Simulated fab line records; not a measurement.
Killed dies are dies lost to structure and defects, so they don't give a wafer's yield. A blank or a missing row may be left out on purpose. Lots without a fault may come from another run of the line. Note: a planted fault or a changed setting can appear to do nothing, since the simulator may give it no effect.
fab line records + flow sky130
[record]
- lots = 6
- wafers = 18
- lastDay = 50
route steps=708 shown SONOS_ONO@171 PAD_OPEN@708
lots that met no fault: taken from a fault-free run of the same line
startH: hours from the record's first day to the start of the lot's first wafer shown + waitH: hours from the lot's prior step to this one + " identical to the entry in the row above + L1.1+2: one row covering several wafers at once + - value missing, or start not given + * or withheld: withheld + < > ~ a bound
route shown NAME@n: NAME is a module with steps in the file, n the number in the route of the first one + usual: the fault-free wafers' mean and standard deviation + same: alike in all rows + chamber/n: place in a boat + sites: each site's reading + _std_site: the standard deviation of these + _edge_site: mean of outer sites minus mean of inner sites + radiusMm: how far each site lies from the wafer's centre + mask NAME#n: copy n + behind: the last tool/chamber to shape the wafer + hold: the reason the lot was held/the length of the hold in hours/how it ended + device: whichever transistor did not switch (one of n, p or np) + end of line: tests run on the same wafers once the route is complete + for a step that has no rows: nothing shown but its recipe + killed: dies lost to structure and defects at the first sort, not the wafer's yield + map: the dies of a wafer, with x for killed, . for not killed, _ for no die there
set.NAME: the run value of the setting; set.NAME@STEP: its run value at that earlier step + model.NAME: the simulator's own value behind a step, which no gauge read
lots seen at some steps along the route; tables by step, rows by wafer
services: from which hour (startH, from the record's first day; less than 0 if before it) a tool's chamber was out of use, for how many hours, and why
[[steps]]
[step SKY_SONOS_ONO_THK_MEAS_03]
[recipe]
- reads = Si3N4_of_SONOS_ONO_CVD_02
[usual]
- SONOS_ONO_CVD_02_THK = 10.41/0.13
| lot.wafer | tool         | chamber | startH | waitH | SONOS_ONO_CVD_02_THK[nm] |
|-----------|--------------|---------|--------|-------|--------------------------|
| L847.2    | filmMetro-01 | -       | 254.14 | 0.0   | 10.60                    |
| L847.4    | "            | -       | "      | "     | 10.42                    |
| L847.6    | "            | -       | "      | "     | 10.54                    |
| L850.1    | filmMetro-03 | -       | 285.53 | 0.0   | 10.47                    |
| L850.2    | "            | -       | "      | "     | 10.15                    |
| L850.5    | "            | -       | "      | "     | 10.33                    |
| L861.2    | filmMetro-03 | -       | 364.98 | 0.0   | 10.41                    |
| L861.4    | "            | -       | "      | "     | 10.44                    |
| L861.6    | "            | -       | "      | "     | 10.31                    |
| L862.3    | filmMetro-01 | -       | 376.30 | 0.0   | 10.49                    |
| L862.5    | "            | -       | "      | "     | 10.55                    |
| L862.6    | "            | -       | "      | "     | 10.48                    |
| L863.2    | filmMetro-04 | -       | 387.90 | 0.0   | 10.38                    |
| L863.5    | "            | -       | "      | "     | 10.43                    |
| L863.6    | "            | -       | "      | "     | 10.44                    |
| L870.1    | filmMetro-04 | -       | 439.12 | 0.0   | 10.42                    |
| L870.2    | "            | -       | "      | "     | 10.59                    |
| L870.3    | "            | -       | "      | "     | 10.46                    |
[step SKY_SONOS_ONO_CVD_04]
[recipe]
- material = SiO2
- precursor = SiH4/N2O
- targetThkNm = 5.7199
- tempC = 900
- pressureMtorr = 400
[step SKY_SONOS_ONO_THK_MEAS_05]
[recipe]
- reads = SiO2_of_SONOS_ONO_CVD_04
[usual]
- SONOS_ONO_CVD_04_THK = 5.72/0.13
| lot.wafer | tool         | chamber | startH | waitH | SONOS_ONO_CVD_04_THK[nm] |
|-----------|--------------|---------|--------|-------|--------------------------|
| L847.2    | filmMetro-04 | -       | 256.08 | 0.0   | 5.59                     |
| L847.4    | "            | -       | "      | "     | 5.62                     |
| L847.6    | "            | -       | "      | "     | 5.47                     |
| L850.1    | filmMetro-03 | -       | 286.84 | 0.0   | 5.48                     |
| L850.2    | "            | -       | "      | "     | 5.58                     |
| L850.5    | "            | -       | "      | "     | 5.56                     |
| L861.2    | filmMetro-03 | -       | 366.29 | 0.0   | 5.74                     |
| L861.4    | "            | -       | "      | "     | 5.59                     |
| L861.6    | "            | -       | "      | "     | 5.68                     |
| L862.3    | filmMetro-01 | -       | 377.61 | 0.0   | 5.73                     |
| L862.5    | "            | -       | "      | "     | 5.73                     |
| L862.6    | "            | -       | "      | "     | 5.74                     |
| L863.2    | filmMetro-03 | -       | 389.21 | 0.0   | 5.83                     |
| L863.5    | "            | -       | "      | "     | 5.82                     |
| L863.6    | "            | -       | "      | "     | 5.81                     |
| L870.1    | filmMetro-01 | -       | 441.06 | 0.0   | 6.02                     |
| L870.2    | "            | -       | "      | "     | 5.84                     |
| L870.3    | "            | -       | "      | "     | 5.87                     |
[step SKY_SONOS_ONO_DEHYDRATE_06]
[recipe]
- tempC = 200
- timeS = 60
[step SKY_SONOS_ONO_HMDS_07]
[recipe]
- primeTimeS = 60
- primeTempC = 120
[step SKY_SONOS_ONO_COAT_08]
[recipe]
- resist = NOVOLAK
- spinRpm = 3000
- resistThkNm = 1140
[step SKY_SONOS_ONO_SOFTBAKE_09]
[recipe]
- tempC = 90
- timeS = 60
- resist = NOVOLAK
[step SKY_SONOS_ONO_EXPOSE_10]
[recipe]
- maskId = ONOM
- targetCdNm = 410
- na = 0.6
- sourceShape = conventional
- sigmaOuter = 0.6
- doseMj = 150
[step SKY_SONOS_ONO_PEB_11]
[recipe]
- tempC = withheld
- timeS = *
- resist = NOVOLAK
[step SKY_SONOS_ONO_DEVELOP_12]
[recipe]
- developTimeS = 60
- devTempC = 23
[step SKY_SONOS_ONO_CD_MEAS_13]
[recipe]
- targetCdNm = 410
[usual]
- cdNm = 409.9/2
| lot.wafer | tool     | chamber | startH | waitH | cdNm  |
|-----------|----------|---------|--------|-------|-------|
| L847.2    | cdSem-02 | -       | 280.49 | 0.1   | 407.9 |
| L847.4    | "        | -       | "      | "     | 407.5 |
| L847.6    | "        | -       | "      | "     | 405.4 |
| L850.1    | cdSem-01 | -       | 311.27 | 0.1   | 408.0 |
| L850.2    | "        | -       | "      | "     | 410.2 |
| L850.5    | "        | -       | "      | "     | 411.1 |
| L861.2    | cdSem-01 | -       | 394.89 | 0.1   | 409.0 |
| L861.4    | "        | -       | "      | "     | 408.8 |
| L861.6    | "        | -       | "      | "     | 407.3 |
| L862.3    | cdSem-02 | -       | 406.52 | 0.1   | 409.0 |
| L862.5    | "        | -       | "      | "     | 408.6 |
| L862.6    | "        | -       | "      | "     | 408.8 |
| L863.2    | cdSem-01 | -       | 418.44 | 0.1   | 411.7 |
| L863.5    | "        | -       | "      | "     | 413.7 |
| L863.6    | "        | -       | "      | "     | 413.8 |
| L870.1    | cdSem-01 | -       | 472.28 | 0.1   | 412.4 |
| L870.2    | "        | -       | "      | "     | 409.6 |
| L870.3    | "        | -       | "      | "     | 412.9 |
[step SKY_SONOS_ONO_OVL_MEAS_14]
[usual]
- SONOS_ONO_OVL = -0.4/1.8
| lot.wafer | tool       | chamber | startH | waitH | SONOS_ONO_OVL[nm] |
|-----------|------------|---------|--------|-------|-------------------|
| L847.2    | overlay-01 | -       | 280.60 | 0.1   | -1.0              |
| L847.4    | "          | -       | "      | "     | -0.1              |
| L847.6    | "          | -       | "      | "     | 0.3               |
| L850.1    | overlay-01 | -       | 311.39 | 0.1   | -0.9              |
| L850.2    | "          | -       | "      | "     | 1.2               |
| L850.5    | "          | -       | "      | "     | -1.1              |
| L861.2    | overlay-01 | -       | 395.00 | 0.1   | -1.1              |
| L861.4    | "          | -       | "      | "     | -2.3              |
| L861.6    | "          | -       | "      | "     | -2.3              |
| L862.3    | overlay-01 | -       | 406.61 | 0.1   | -3.0              |
| L862.5    | "          | -       | "      | "     | -2.9              |
| L862.6    | "          | -       | "      | "     | -1.5              |
| L863.2    | overlay-01 | -       | 418.55 | 0.1   | -2.1              |
| L863.5    | "          | -       | "      | "     | -3.7              |
| L863.6    | "          | -       | "      | "     | -1.8              |
| L870.1    | overlay-02 | -       | 472.40 | 0.1   | 0.6               |
| L870.2    | "          | -       | "      | "     | -1.1              |
| L870.3    | "          | -       | "      | "     | -2.9              |
[step SKY_SONOS_ONO_ETCH_15]
[recipe]
- targetDepthNm = 19.52
- chemistry = CHF3/O2
- sourceW = 600
- biasW = 200
- pressureMtorr = 40
- chf3FlowSccm = 50
- O2_flow_sccm = 5
- timeS = 7.8
[usual]
- O2_flow_sccm = 5.001/0.016
- drypumpMotorCurrentA = 5.7/0.33
- oesProductAu = 0.996/0.0095
- throttleValvePct = 8.824/0.0088
| lot.wafer | tool       | chamber | startH | waitH | O2_flow_sccm | drypumpMotorCurrentA | oesProductAu | rfHoursCounterH | throttleValvePct | model.etch.depthNm | model.SONOS_ONO.featureDepthNm |
|-----------|------------|---------|--------|-------|--------------|----------------------|--------------|-----------------|------------------|--------------------|--------------------------------|
| L847.2    | rieDiel-02 | 0       | 280.63 | 0.0   | 5.002        | 5.4                  | 0.986        | 128             | 8.834            | 19.05              | 19.05                          |
| L847.4    | "          | 1       | "      | "     | 5.008        | 6.1                  | 1.001        | 2               | 8.816            | 19.6               | 19.6                           |
| L847.6    | "          | 3       | "      | "     | 5.005        | 5.6                  | 0.995        | -               | 8.804            | 19.55              | 19.55                          |
| L850.1    | rieDiel-03 | 3       | 311.43 | 0.0   | 4.978        | 6.0                  | 0.989        | 109             | 8.822            | 19.27              | 19.27                          |
| L850.2    | "          | 2       | "      | "     | 5.010        | 5.7                  | 0.994        | 12              | 8.826            | 19.22              | 19.22                          |
| L850.5    | "          | 3       | "      | "     | 4.980        | 6.0                  | 0.991        | -               | 8.817            | 19.34              | 19.34                          |
| L861.2    | rieDiel-04 | 0       | 395.03 | 0.0   | 5.023        | 5.5                  | 0.990        | 4               | 8.815            | 19.1               | 19.1                           |
| L861.4    | "          | 2       | "      | "     | 4.995        | 6.3                  | 1.002        | 12              | 8.838            | 19.53              | 19.53                          |
| L861.6    | "          | 1       | "      | "     | 5.003        | 5.2                  | 1.002        | -               | 8.844            | 19.71              | 19.71                          |
| L862.3    | rieDiel-03 | 1       | 406.64 | 0.0   | 4.999        | 5.6                  | 0.991        | 38              | 8.808            | 18.66              | 18.66                          |
| L862.5    | "          | 1       | "      | "     | 5.025        | 5.6                  | 0.997        | -               | 8.844            | 19.38              | 19.38                          |
| L862.6    | "          | 2       | "      | "     | 5.003        | 5.7                  | 1.004        | -               | 8.834            | 19.7               | 19.7                           |
| L863.2    | rieDiel-03 | 2       | 418.58 | 0.0   | 5.031        | 5.7                  | 0.982        | 14              | 8.828            | 18.59              | 18.59                          |
| L863.5    | "          | 0       | "      | "     | 4.996        | 5.3                  | 0.988        | -               | 8.836            | 19.2               | 19.2                           |
| L863.6    | "          | 3       | "      | "     | 5.014        | 6.0                  | 0.992        | -               | 8.833            | 19.31              | 19.31                          |
| L870.1    | rieDiel-02 | 2       | 472.44 | 0.0   | 5.012        | 5.3                  | 0.997        | 1               | 8.825            | 19.61              | 19.61                          |
| L870.2    | "          | 3       | "      | "     | 4.981        | 5.6                  | 1.002        | 78              | 8.806            | 19.78              | 19.78                          |
| L870.3    | "          | 1       | "      | "     | 5.000        | 6.1                  | 1.014        | 5               | 8.838            | 19.85              | 19.85                          |
[step SKY_SONOS_ONO_WET_ETCH_16]
[recipe]
- chemistry = dHF
- targetDepthNm = 14
- dry = n2Spin
- target = SiO2
- dilution = 100:1
- tempC = 25
- timeS = 280
[step SKY_PAD_OPEN_PROBE_99]
[usual]
- killed_at_M0_to_M3 = 44/7.5
- killed_at_M4_up = 3.2/1.9
- killedAtContacts = 23/4.7
- killedAtFrontEnd = 15/4.7
- killedAtOther = 0.4/0.66
- killedDies = 87/9.3
- killedOnRim = 17/4.1
- killedOpen = 47/7.2
- killedShort = 39/6.5
[same]
- grossDies = 492
- killedAtBackSide = 0
| lot.wafer | tool      | chamber | startH  | waitH | killed_at_M0_to_M3 | killed_at_M4_up | killedAtContacts | killedAtFrontEnd | killedAtOther | killedDies | killedOnRim | killedOpen | killedShort |
|-----------|-----------|---------|---------|-------|--------------------|-----------------|------------------|------------------|---------------|------------|-------------|------------|-------------|
| L847.2    | prober-02 | -       | 1074.95 | 0.1   | 26                 | 4               | 25               | 16               | 0             | 71         | 13          | 43         | 28          |
| L847.4    | prober-02 | -       | 1075.05 | 0.2   | 45                 | 4               | 18               | 16               | 0             | 83         | 18          | 43         | 40          |
| L847.6    | prober-02 | -       | 1075.15 | 0.2   | 43                 | 3               | 17               | 15               | 0             | 78         | 13          | 34         | 44          |
| L850.1    | prober-01 | -       | 1106.97 | 0.1   | 43                 | 1               | 20               | 8                | 1             | 73         | 12          | 46         | 27          |
| L850.2    | prober-01 | -       | 1107.02 | 0.1   | 52                 | 6               | 21               | 13               | 0             | 92         | 20          | 49         | 43          |
| L850.5    | prober-01 | -       | 1107.17 | 0.2   | 50                 | 6               | 20               | 11               | 0             | 87         | 20          | 43         | 44          |
| L861.2    | prober-02 | -       | 1154.85 | 0.1   | 54                 | 2               | 21               | 18               | 1             | 96         | 16          | 48         | 48          |
| L861.4    | prober-02 | -       | 1154.95 | 0.2   | 47                 | 2               | 19               | 24               | 0             | 92         | 16          | 59         | 32          |
| L861.6    | prober-02 | -       | 1155.05 | 0.2   | 66                 | 0               | 26               | 14               | 1             | 107        | 24          | 59         | 48          |
| L862.3    | prober-01 | -       | 1164.08 | 0.2   | 48                 | 3               | 31               | 12               | 0             | 94         | 20          | 57         | 37          |
| L862.5    | prober-01 | -       | 1164.18 | 0.2   | 47                 | 2               | 18               | 10               | 0             | 77         | 14          | 48         | 29          |
| L862.6    | prober-01 | -       | 1164.23 | 0.2   | 51                 | 0               | 28               | 10               | 1             | 90         | 24          | 48         | 38          |
| L863.2    | prober-01 | -       | 1174.41 | 0.1   | 41                 | 4               | 26               | 23               | 0             | 94         | 23          | 60         | 34          |
| L863.5    | prober-01 | -       | 1174.56 | 0.2   | 45                 | 2               | 20               | 16               | 0             | 83         | 17          | 47         | 35          |
| L863.6    | prober-01 | -       | 1174.61 | 0.2   | 49                 | 1               | 21               | 7                | 1             | 79         | 15          | 46         | 33          |
| L870.1    | prober-02 | -       | 1199.69 | 0.1   | 38                 | 5               | 22               | 12               | 0             | 77         | 11          | 31         | 46          |
| L870.2    | prober-02 | -       | 1199.74 | 0.1   | 43                 | 0               | 27               | 16               | 0             | 86         | 14          | 44         | 38          |
| L870.3    | prober-02 | -       | 1199.79 | 0.2   | 29                 | 2               | 25               | 16               | 0             | 72         | 16          | 36         | 36          |
// killed by level:class
L847.2 LI_CONTACT:geometricParticle:open=13 CONTACT:geometricParticle:open=7 VIA1:geometricParticle:open=6 POLY_GATE:geometricParticle:short=5 VIA3:geometricParticle:open=5 FIELD_ISO:geometricParticle:open=4 METAL2:geometricParticle:short=4 FIELD_ISO:geometricParticle:short=3
L847.4 VIA2:geometricParticle:open=11 POLY_GATE:geometricParticle:short=8 LI_CONTACT:geometricParticle:open=7 CONTACT:geometricParticle:open=7 VIA1:geometricParticle:open=7 METAL1:geometricParticle:short=5 METAL2:geometricParticle:short=4 VIA3:geometricParticle:short=4
L847.6 VIA3:geometricParticle:open=8 LI_CONTACT:geometricParticle:open=6 VIA1:geometricParticle:short=6 VIA2:geometricParticle:open=6 VIA3:geometricParticle:short=6 POLY_GATE:geometricParticle:short=5 METAL1:geometricParticle:short=5 LI_CONTACT:geometricParticle:short=4
L850.1 VIA1:geometricParticle:open=14 LI_CONTACT:geometricParticle:open=8 CONTACT:geometricParticle:open=7 VIA2:geometricParticle:open=6 VIA1:geometricParticle:short=4 VIA3:geometricParticle:open=4 FIELD_ISO:geometricParticle:open=3 METAL1:geometricParticle:short=3
L850.2 VIA1:geometricParticle:open=13 LI_CONTACT:geometricParticle:open=10 VIA1:geometricParticle:short=7 VIA3:geometricParticle:open=7 FIELD_ISO:geometricParticle:short=6 LI_CONTACT:geometricParticle:short=4 METAL1:geometricParticle:short=4 METAL2:geometricParticle:short=4
L850.5 VIA1:geometricParticle:open=10 VIA1:geometricParticle:short=9 VIA3:geometricParticle:open=6 LI_CONTACT:geometricParticle:open=6 CONTACT:geometricParticle:open=6 METAL2:geometricParticle:short=6 FIELD_ISO:geometricParticle:short=5 CONTACT:geometricParticle:short=5
L861.2 CONTACT:geometricParticle:open=11 VIA1:geometricParticle:open=11 METAL2:geometricParticle:short=9 METAL1:geometricParticle:short=8 VIA1:geometricParticle:short=7 FIELD_ISO:geometricParticle:short=6 VIA2:geometricParticle:open=6 POLY_GATE:geometricParticle:short=4
L861.4 VIA1:geometricParticle:open=10 POLY_GATE:geometricParticle:open=8 VIA3:geometricParticle:open=8 LI_CONTACT:geometricParticle:open=7 METAL1:geometricParticle:short=7 VIA2:geometricParticle:open=6 FIELD_ISO:geometricParticle:open=5 CONTACT:geometricParticle:open=4
L861.6 VIA2:geometricParticle:open=14 VIA1:geometricParticle:open=13 CONTACT:geometricParticle:open=12 METAL1:geometricParticle:short=10 METAL2:geometricParticle:short=9 VIA3:geometricParticle:short=6 POLY_GATE:geometricParticle:short=6 LI_CONTACT:geometricParticle:open=5
L862.3 CONTACT:geometricParticle:open=12 LI_CONTACT:geometricParticle:open=11 VIA1:geometricParticle:open=10 VIA2:geometricParticle:open=9 VIA3:geometricParticle:open=7 METAL2:geometricParticle:short=6 FIELD_ISO:geometricParticle:short=4 CONTACT:geometricParticle:short=4
L862.5 VIA1:geometricParticle:open=11 CONTACT:geometricParticle:open=7 LI_CONTACT:geometricParticle:open=6 VIA3:geometricParticle:open=6 VIA2:geometricParticle:open=5 FIELD_ISO:geometricParticle:open=4 VIA3:geometricParticle:short=4 METAL3:geometricParticle:short=4
L862.6 VIA1:geometricParticle:open=17 LI_CONTACT:geometricParticle:open=7 CONTACT:geometricParticle:open=7 VIA2:geometricParticle:open=7 CONTACT:geometricParticle:short=6 LI_CONTACT:geometricParticle:short=5 VIA1:geometricParticle:short=5 METAL2:geometricParticle:short=5
L863.2 FIELD_ISO:geometricParticle:open=10 CONTACT:geometricParticle:open=9 VIA1:geometricParticle:open=9 VIA2:geometricParticle:open=9 VIA3:geometricParticle:open=8 LI_CONTACT:geometricParticle:open=7 LI_CONTACT:geometricParticle:short=5 FIELD_ISO:geometricParticle:short=4
L863.5 VIA1:geometricParticle:open=9 VIA3:geometricParticle:open=8 LI_CONTACT:geometricParticle:open=7 VIA2:geometricParticle:open=6 POLY_GATE:geometricParticle:open=5 LOCAL_INTERCONNECT:geometricParticle:short=5 METAL2:geometricParticle:short=5 FIELD_ISO:geometricParticle:open=4
L863.6 VIA1:geometricParticle:open=9 CONTACT:geometricParticle:open=9 VIA2:geometricParticle:open=7 VIA3:geometricParticle:open=6 VIA1:geometricParticle:short=5 METAL2:geometricParticle:short=5 VIA2:geometricParticle:short=5 LI_CONTACT:geometricParticle:open=4
L870.1 METAL2:geometricParticle:short=10 LOCAL_INTERCONNECT:geometricParticle:short=6 CONTACT:geometricParticle:open=6 METAL1:geometricParticle:short=5 VIA3:geometricParticle:short=5 VIA3:geometricParticle:open=5 FIELD_ISO:geometricParticle:open=4 LI_CONTACT:geometricParticle:open=4
L870.2 FIELD_ISO:geometricParticle:short=9 CONTACT:geometricParticle:open=9 VIA1:geometricParticle:open=9 METAL2:geometricParticle:short=9 VIA3:geometricParticle:open=7 LI_CONTACT:geometricParticle:open=6 FIELD_ISO:geometricParticle:open=4 LI_CONTACT:geometricParticle:short=4
L870.3 VIA1:geometricParticle:open=8 LI_CONTACT:geometricParticle:open=6 VIA3:geometricParticle:open=6 LOCAL_INTERCONNECT:geometricParticle:short=6 CONTACT:geometricParticle:open=6 METAL2:geometricParticle:short=6 POLY_GATE:geometricParticle:short=5 POLY_GATE:geometricParticle:open=4
[[services]]
| tool       | chamber | startH | hours | kind          |
|------------|---------|--------|-------|---------------|
| rieDiel-04 | 1       | 283.51 | 2.8   | repair        |
| rieDiel-02 | 0       | 287.35 | -     | clean         |
| rieDiel-02 | 0       | 287.35 | 20.9  | scheduledDown |
| rieDiel-02 | 0       | 287.35 | 20.9  | ventCycle     |
| rieDiel-02 | 1       | 320.62 | 15.2  | repair        |
| rieDiel-03 | -       | 361.37 | 1.0   | repair        |
| rieDiel-03 | 0       | 370.41 | 12.1  | repair        |
| rieDiel-04 | -       | 384.99 | 0.5   | repair        |
| rieDiel-02 | 2       | 390.17 | -     | clean         |
| rieDiel-02 | 2       | 390.17 | 16.8  | scheduledDown |
| rieDiel-02 | 2       | 390.17 | 16.8  | ventCycle     |
| rieDiel-03 | 3       | 394.94 | -     | clean         |
| rieDiel-03 | 3       | 394.94 | 17.8  | scheduledDown |
| rieDiel-03 | 3       | 394.94 | 17.8  | ventCycle     |
| rieDiel-04 | 3       | 405.21 | 4.1   | repair        |
| rieDiel-02 | 3       | 419.49 | 19.4  | repair        |
| rieDiel-04 | -       | 421.18 | 0.4   | repair        |
| rieDiel-03 | 2       | 467.65 | 3.3   | repair        |
[[key]]
firstSign none at tools or gauges
[modelEffect]
- step = SKY_SONOS_ONO_ETCH_15
- value = etch.depthNm
- without = 19.36
- struck = 18.63
metAt SKY_SONOS_ONO_ETCH_15
struckWafers L862.3,L863.2
testerLeftOut L862,L863
onsetBetween 311.43 406.64
[fault]
- kind = processParameterDrift
- tool = rieDiel-03
- chamber = -
- onsetH = 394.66
- steps = SKY_SONOS_ONO_ETCH_15
- channel = timeS
- offset = *
- shape = step
- endH = 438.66
- scope = struckWafersOnly
- actsIn = *
- stated = *
// testerLeftOut: of these lots the tester's yield and bins aren't shown, on N5 and GAA mostly nor the transistor test; their killed dies are dies lost to structure and defects alone, not to doping, threshold or leakage, so they don't give the yield
